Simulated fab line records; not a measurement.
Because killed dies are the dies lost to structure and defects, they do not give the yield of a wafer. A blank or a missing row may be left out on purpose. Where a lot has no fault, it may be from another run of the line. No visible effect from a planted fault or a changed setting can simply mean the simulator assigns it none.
Which tool is to blame? :: flow sky130 :: 24 lots with 72 wafers sampled at 5 steps, on a route of 708 steps

## WHAT EACH GAUGE READ, for each wafer
SKY_VIA1_CD_MEAS_12 targets a cd of 150 nm. Usual: cd-nm reads 150.5 nm (standard deviation 1.5).
lot: L074
measured: day 34 01:40
on: cd-sem-01
cd-nm (nm): 150.8 152.8 151.4
flag: 

lot: L076
measured: day 34 11:02
on: cd-sem-02
cd-nm (nm): 147.1 147.5 148.9
flag: 

lot: L075
measured: day 34 13:15
on: cd-sem-01
cd-nm (nm): 151.4 150.6 151.9
flag: 

lot: L078
measured: day 35 12:07
on: cd-sem-01
cd-nm (nm): 147.5 149.6 149.4
flag: 

lot: L077
measured: day 35 18:05
on: cd-sem-02
cd-nm (nm): 152.1 151.1 151.3
flag: 

lot: L079
measured: day 36 00:52
on: cd-sem-02
cd-nm (nm): 150.8 150.7 149.4
flag: 

lot: L080
measured: day 36 11:49
on: cd-sem-01
cd-nm (nm): 148.2 147.1 148.8
flag: 

lot: L081
measured: day 36 15:35
on: cd-sem-01
cd-nm (nm): 151.3 150.7 150.8
flag: 

lot: L082
measured: day 37 00:11
on: cd-sem-02
cd-nm (nm): 150.2 152.3 152.5
flag: 

lot: L083
measured: day 37 04:03
on: cd-sem-02
cd-nm (nm): 150.8 148.5 150.1
flag: 

lot: L084
measured: day 37 19:04
on: cd-sem-02
cd-nm (nm): 148.9 149.2 149.4
flag: 

lot: L086
measured: day 37 22:32
on: cd-sem-02
cd-nm (nm): 150.8 151.8 152.6
flag: 

lot: L085
measured: day 38 04:07
on: cd-sem-02
cd-nm (nm): 150.4 149.8 150.3
flag: 

lot: L088
measured: day 38 07:08
on: cd-sem-01
cd-nm (nm): 150.6 151.2 151.1
flag: 

lot: L087
measured: day 38 13:02
on: cd-sem-02
cd-nm (nm): 150.1 152.0 152.2
flag: 

lot: L089
measured: day 38 17:59
on: cd-sem-02
cd-nm (nm): 152.0 152.9 152.9
flag: 

lot: L090
measured: day 38 19:25
on: cd-sem-01
cd-nm (nm): 149.2 151.3 150.1
flag: 

lot: L091
measured: day 39 08:50
on: cd-sem-02
cd-nm (nm): 152.1 152.9 150.6
flag: 

lot: L092
measured: day 39 14:10
on: cd-sem-02
cd-nm (nm): 151.0 150.9 152.8
flag: 

lot: L093
measured: day 39 18:01
on: cd-sem-01
cd-nm (nm): 151.5 150.5 150.4
flag: 

lot: L094
measured: day 40 00:51
on: cd-sem-02
cd-nm (nm): 147.3 148.2 147.9
flag: 

lot: L095
measured: day 40 13:12
on: cd-sem-01
cd-nm (nm): 150.5 148.9 150.7
flag: 

lot: L096
measured: day 41 05:43
on: cd-sem-01
cd-nm (nm): 150.8 149.9 152.0
flag: 

lot: L097
measured: day 41 10:43
on: cd-sem-02
cd-nm (nm): 148.3 148.4 150.3
flag: 

SKY_VIA2_THK_MEAS_01. Usual: VIA2_HDPCVD_THK 1180 nm, standard deviation 14.
lot: L074
measured: day 35 07:21
on: film-metro-04
VIA2_HDPCVD_THK (nm): 1176 1175 1192
flag: 

lot: L076
measured: day 35 16:22
on: film-metro-01
VIA2_HDPCVD_THK (nm): 1161 1160 1157
flag: 

lot: L075
measured: day 35 19:34
on: film-metro-04
VIA2_HDPCVD_THK (nm): 1179 1178 1166
flag: 

lot: L078
measured: day 36 17:23
on: film-metro-04
VIA2_HDPCVD_THK (nm): 1179 1196 1187
flag: 

lot: L077
measured: day 36 23:03
on: film-metro-03
VIA2_HDPCVD_THK (nm): 1196 1175 1176
flag: 

lot: L079
measured: day 37 05:55
on: film-metro-03
VIA2_HDPCVD_THK (nm): 1180 1178 1178
flag: 

lot: L080
measured: day 37 16:17
on: film-metro-01
VIA2_HDPCVD_THK (nm): 1212 1191 1196
flag: 

lot: L081
measured: day 37 19:59
on: film-metro-01
VIA2_HDPCVD_THK (nm): 1173 1191 1177
flag: 

lot: L082
measured: day 38 04:33
on: film-metro-01
VIA2_HDPCVD_THK (nm): 1174 1166 1166
flag: 

lot: L083
measured: day 38 08:01
on: film-metro-01
VIA2_HDPCVD_THK (nm): 1168 1168 1188
flag: 

lot: L084
measured: day 38 22:45
on: film-metro-03
VIA2_HDPCVD_THK (nm): 1170 1165 1174
flag: 

lot: L086
measured: day 39 02:43
on: film-metro-04
VIA2_HDPCVD_THK (nm): 1203 1187 1194
flag: 

lot: L085
measured: day 39 07:56
on: film-metro-04
VIA2_HDPCVD_THK (nm): 1191 1174 1200
flag: 

lot: L088
measured: day 39 11:24
on: film-metro-03
VIA2_HDPCVD_THK (nm): 1166 1148 1161
flag: 

lot: L087
measured: day 39 16:43
on: film-metro-01
VIA2_HDPCVD_THK (nm): 1196 1192 1202
flag: 

lot: L089
measured: day 39 21:44
on: film-metro-01
VIA2_HDPCVD_THK (nm): 1189 1175 1190
flag: 

lot: L090
measured: day 39 22:58
on: film-metro-03
VIA2_HDPCVD_THK (nm): 1180 1176 1165
flag: 

lot: L091
measured: day 40 11:43
on: film-metro-04
VIA2_HDPCVD_THK (nm): 1189 1190 1181
flag: 

lot: L092
measured: day 40 17:16
on: film-metro-01
VIA2_HDPCVD_THK (nm): 1181 1194 1181
flag: 

lot: L093
measured: day 40 21:13
on: film-metro-04
VIA2_HDPCVD_THK (nm): 1187 1188 1192
flag: 

lot: L094
measured: day 41 03:53
on: film-metro-01
VIA2_HDPCVD_THK (nm): 1187 1190 1185
flag: 

lot: L095
measured: day 41 15:59
on: film-metro-03
VIA2_HDPCVD_THK (nm): 1172 1170 1148
flag: 

lot: L096
measured: day 42 07:15
on: film-metro-04
VIA2_HDPCVD_THK (nm): 1154 1167 1166
flag: 

lot: L097
measured: day 42 12:36
on: film-metro-03
VIA2_HDPCVD_THK (nm): 1170 1152 1194
flag: 

SKY_CAPM_OVL_MEAS_12. Usual: CAPM_OVL 0.7 nm, standard deviation 1.5.
lot: L074
measured: day 37 12:50
on: overlay-02
CAPM_OVL (nm): 1.1 0.9 0.2
flag: 

lot: L076
measured: day 37 22:02
on: overlay-01
CAPM_OVL (nm): 0.6 0.3 -1.2
flag: 

lot: L075
measured: day 38 01:40
on: overlay-02
CAPM_OVL (nm): 1.4 1.3 1.3
flag: 

lot: L078
measured: day 38 22:08
on: overlay-02
CAPM_OVL (nm): -0.1 0.1 0.0
flag: 

lot: L077
measured: day 39 03:37
on: overlay-02
CAPM_OVL (nm): 3.0 3.9 2.0
flag: 

lot: L079
measured: day 39 10:38
on: overlay-02
CAPM_OVL (nm): -0.1 -0.1 0.1
flag: 

lot: L080
measured: day 39 19:28
on: overlay-01
CAPM_OVL (nm): 1.6 0.0 0.2
flag: 

lot: L081
measured: day 39 23:37
on: overlay-02
CAPM_OVL (nm): 0.9 2.4 1.4
flag: 

lot: L082
measured: day 40 07:44
on: overlay-01
CAPM_OVL (nm): -0.2 -0.4 0.5
flag: 

lot: L083
measured: day 40 10:16
on: overlay-02
CAPM_OVL (nm): -0.1 2.2 1.3
flag: 

lot: L084
measured: day 41 01:01
on: overlay-02
CAPM_OVL (nm): 1.5 1.1 -0.9
flag: 

lot: L086
measured: day 41 04:17
on: overlay-01
CAPM_OVL (nm): 3.7 2.1 3.4
flag: 

lot: L085
measured: day 41 10:22
on: overlay-02
CAPM_OVL (nm): -0.8 -1.6 -1.2
flag: 

lot: L088
measured: day 41 13:49
on: overlay-01
CAPM_OVL (nm): -0.4 -5.1 -2.8
flag: 

lot: L087
measured: day 41 18:13
on: overlay-01
CAPM_OVL (nm): 2.1 1.8 1.6
flag: 

lot: L089
measured: day 41 23:25
on: overlay-02
CAPM_OVL (nm): -1.0 0.5 -0.3
flag: 

lot: L090
measured: day 42 00:58
on: overlay-01
CAPM_OVL (nm): 0.3 -1.7 -1.6
flag: 

lot: L091
measured: day 42 12:35
on: overlay-01
CAPM_OVL (nm): 0.2 -0.8 0.1
flag: 

lot: L092
measured: day 42 17:56
on: overlay-01
CAPM_OVL (nm): 0.8 1.0 0.8
flag: 

lot: L093
measured: day 42 21:23
on: overlay-01
CAPM_OVL (nm): 1.3 2.4 0.3
flag: 

lot: L094
measured: day 43 04:32
on: overlay-01
CAPM_OVL (nm): 2.8 2.3 2.5
flag: 

lot: L095
measured: day 43 16:45
on: overlay-02
CAPM_OVL (nm): -0.1 1.3 -0.7
flag: 

lot: L096
measured: day 44 06:55
on: overlay-02
CAPM_OVL (nm): 0.7 1.4 2.6
flag: 

lot: L097
measured: day 44 11:25
on: overlay-01
CAPM_OVL (nm): 2.6 3.7 2.4
flag: 

## WHICH TOOL RAN EACH LOT (tool, then ch and the chambers of the sampled wafers, then the start)
lot: L074
SKY_VIA1_CMP_02: cmp-02 ch 0,1,2, day 32 22:07
SKY_VIA2_CMP_02: cmp-02 ch 0,3, day 35 07:26

lot: L076
SKY_VIA1_CMP_02: cmp-01 ch 0,2, day 33 07:21
SKY_VIA2_CMP_02: cmp-02 ch 0,1,2, day 35 16:28

lot: L075
SKY_VIA1_CMP_02: cmp-02 ch 0,1,3, day 33 09:53
SKY_VIA2_CMP_02: cmp-02 ch 0,1,3, day 35 19:38

lot: L078
SKY_VIA1_CMP_02: cmp-02 ch 0,3, day 34 10:16
SKY_VIA2_CMP_02: cmp-02 ch 0,2,3, day 36 17:34

lot: L077
SKY_VIA1_CMP_02: cmp-02 ch 0,1,3, day 34 14:41
SKY_VIA2_CMP_02: cmp-02 ch 0,2, day 36 23:06

lot: L079
SKY_VIA1_CMP_02: cmp-02 ch 1,3, day 34 22:28
SKY_VIA2_CMP_02: cmp-01 ch 0,3, day 37 05:58

lot: L080
SKY_VIA1_CMP_02: cmp-02 ch 0,3, day 35 09:17
SKY_VIA2_CMP_02: cmp-01 ch 1,2,3, day 37 16:23

lot: L081
SKY_VIA1_CMP_02: cmp-02 ch 0,1,2, day 35 13:49
SKY_VIA2_CMP_02: cmp-01 ch 0,1,2, day 37 20:08

lot: L082
SKY_VIA1_CMP_02: cmp-02 ch 0,2, day 35 21:10
SKY_VIA2_CMP_02: cmp-02 ch 1,2,3, day 38 04:41

lot: L083
SKY_VIA1_CMP_02: cmp-02 ch 0,3, day 36 01:25
SKY_VIA2_CMP_02: cmp-01 ch 0,2,3, day 38 08:10

lot: L084
SKY_VIA1_CMP_02: cmp-01 ch 0,1,2, day 36 17:32
SKY_VIA2_CMP_02: cmp-02 ch 0,1,2, day 38 22:48

lot: L086
SKY_VIA1_CMP_02: cmp-02 ch 0,1,3, day 36 21:46
SKY_VIA2_CMP_02: cmp-02 ch 0,3, day 39 02:49

lot: L085
SKY_VIA1_CMP_02: cmp-01 ch 0,1, day 37 02:02
SKY_VIA2_CMP_02: cmp-02 ch 2,3, day 39 07:59

lot: L088
SKY_VIA1_CMP_02: cmp-01 ch 0,2,3, day 37 05:37
SKY_VIA2_CMP_02: cmp-02 ch 1,3, day 39 11:30

lot: L087
SKY_VIA1_CMP_02: cmp-01 ch 0,1,3, day 37 10:59
SKY_VIA2_CMP_02: cmp-02 ch 0,2,3, day 39 16:49

lot: L089
SKY_VIA1_CMP_02: cmp-02 ch 0,3, day 37 16:30
SKY_VIA2_CMP_02: cmp-02 ch 1,2, day 39 21:47

lot: L090
SKY_VIA1_CMP_02: cmp-01 ch 0,1,3, day 37 17:31
SKY_VIA2_CMP_02: cmp-02 ch 0,1, day 39 23:01

lot: L091
SKY_VIA1_CMP_02: cmp-02 ch 0,3, day 38 07:35
SKY_VIA2_CMP_02: cmp-02 ch 0,3, day 40 11:46

lot: L092
SKY_VIA1_CMP_02: cmp-02 ch 1,2,3, day 38 12:58
SKY_VIA2_CMP_02: cmp-01 ch 1,2,3, day 40 17:20

lot: L093
SKY_VIA1_CMP_02: cmp-02 ch 1,2,3, day 38 17:18
SKY_VIA2_CMP_02: cmp-02 ch 0,2, day 40 21:17

lot: L094
SKY_VIA1_CMP_02: cmp-02 ch 0,1,2, day 39 00:02
SKY_VIA2_CMP_02: cmp-02 ch 0,1, day 41 03:58

lot: L095
SKY_VIA1_CMP_02: cmp-01 ch 0,1,3, day 39 12:11
SKY_VIA2_CMP_02: cmp-02 ch 1,2,3, day 41 16:10

lot: L096
SKY_VIA1_CMP_02: cmp-02 ch 0,1,2, day 40 05:59
SKY_VIA2_CMP_02: cmp-02 ch 2,3, day 42 07:35

lot: L097
SKY_VIA1_CMP_02: cmp-02 ch 0,3, day 40 10:30
SKY_VIA2_CMP_02: cmp-01 ch 1,2, day 42 12:43
- SKY_VIA1_CMP_02: polishes SiO2.
- SKY_VIA2_CMP_02: polishes SiO2.

## WHAT THE TOOLS THEMSELVES READ (means of the sampled wafers that have a number; where no wafer has one, the mark that the record gives instead)
SKY_VIA1_CMP_02. Usual: motor-current-A reads 11.6 A (standard deviation 1.2).
lot: L074
tool: cmp-02
motor-current-A (A): 11.3
flag: 

lot: L076
tool: cmp-01
motor-current-A (A): 11.9
flag: 

lot: L075
tool: cmp-02
motor-current-A (A): 11.4
flag: 

lot: L078
tool: cmp-02
motor-current-A (A): 11.8
flag: 

lot: L077
tool: cmp-02
motor-current-A (A): 12.1
flag: 

lot: L079
tool: cmp-02
motor-current-A (A): 11.4
flag: 

lot: L080
tool: cmp-02
motor-current-A (A): 11.5
flag: 

lot: L081
tool: cmp-02
motor-current-A (A): 11.2
flag: 

lot: L082
tool: cmp-02
motor-current-A (A): 11.2
flag: 

lot: L083
tool: cmp-02
motor-current-A (A): 11.3
flag: 

lot: L084
tool: cmp-01
motor-current-A (A): 12.5
flag: 

lot: L086
tool: cmp-02
motor-current-A (A): 11.9
flag: 

lot: L085
tool: cmp-01
motor-current-A (A): 12.6
flag: 

lot: L088
tool: cmp-01
motor-current-A (A): 11.9
flag: 

lot: L087
tool: cmp-01
motor-current-A (A): 12.2
flag: 

lot: L089
tool: cmp-02
motor-current-A (A): 11.1
flag: 

lot: L090
tool: cmp-01
motor-current-A (A): 12.0
flag: 

lot: L091
tool: cmp-02
motor-current-A (A): 11.2
flag: 

lot: L092
tool: cmp-02
motor-current-A (A): 10.9
flag: 

lot: L093
tool: cmp-02
motor-current-A (A): 10.7
flag: 

lot: L094
tool: cmp-02
motor-current-A (A): 11.2
flag: 

lot: L095
tool: cmp-01
motor-current-A (A): 12.4
flag: 

lot: L096
tool: cmp-02
motor-current-A (A): 11.7
flag: 

lot: L097
tool: cmp-02
motor-current-A (A): 12.1
flag: 

SKY_VIA2_CMP_02. Usual: motor-current-A reads 11.5 A (standard deviation 1.2).
lot: L074
tool: cmp-02
motor-current-A (A): 11.6
flag: 

lot: L076
tool: cmp-02
motor-current-A (A): 11.1
flag: 

lot: L075
tool: cmp-02
motor-current-A (A): 11.7
flag: 

lot: L078
tool: cmp-02
motor-current-A (A): 10.8
flag: 

lot: L077
tool: cmp-02
motor-current-A (A): 10.7
flag: 

lot: L079
tool: cmp-01
motor-current-A (A): 12.4
flag: 

lot: L080
tool: cmp-01
motor-current-A (A): 12.4
flag: 

lot: L081
tool: cmp-01
motor-current-A (A): 12.2
flag: 

lot: L082
tool: cmp-02
motor-current-A (A): 11.3
flag: 

lot: L083
tool: cmp-01
motor-current-A (A): 12.6
flag: 

lot: L084
tool: cmp-02
motor-current-A (A): 11.6
flag: 

lot: L086
tool: cmp-02
motor-current-A (A): 11.0
flag: 

lot: L085
tool: cmp-02
motor-current-A (A): 10.6
flag: 

lot: L088
tool: cmp-02
motor-current-A (A): 11.4
flag: 

lot: L087
tool: cmp-02
motor-current-A (A): 11.0
flag: 

lot: L089
tool: cmp-02
motor-current-A (A): 11.1
flag: 

lot: L090
tool: cmp-02
motor-current-A (A): 12.2
flag: 

lot: L091
tool: cmp-02
motor-current-A (A): 11.7
flag: 

lot: L092
tool: cmp-01
motor-current-A (A): 12.1
flag: 

lot: L093
tool: cmp-02
motor-current-A (A): 10.1
flag: 

lot: L094
tool: cmp-02
motor-current-A (A): 12.3
flag: 

lot: L095
tool: cmp-02
motor-current-A (A): 10.9
flag: 

lot: L096
tool: cmp-02
motor-current-A (A): 10.2
flag: 

lot: L097
tool: cmp-01
motor-current-A (A): 12.7
flag: 

## THE ANSWER, worked out from the rows above alone
Rule: a lot counts as off when the mean over its wafers that have a number is more than 3 standard deviations away from the usual mean. A lot without any number at a reading at which 4 lots or more have one is off too. All remaining lots with rows at the step are treated as sound. The gauges are gone through in route order, then the tools' own readings, and for those a lot's mean is taken as printed above. At the first step where some lot is off, the reading lying furthest off is the one used; lots without a number count as furthest.
Nothing can be told from this: no lot is off at any reading shown.

## WHAT WAS PUT IN BY THE SIMULATOR
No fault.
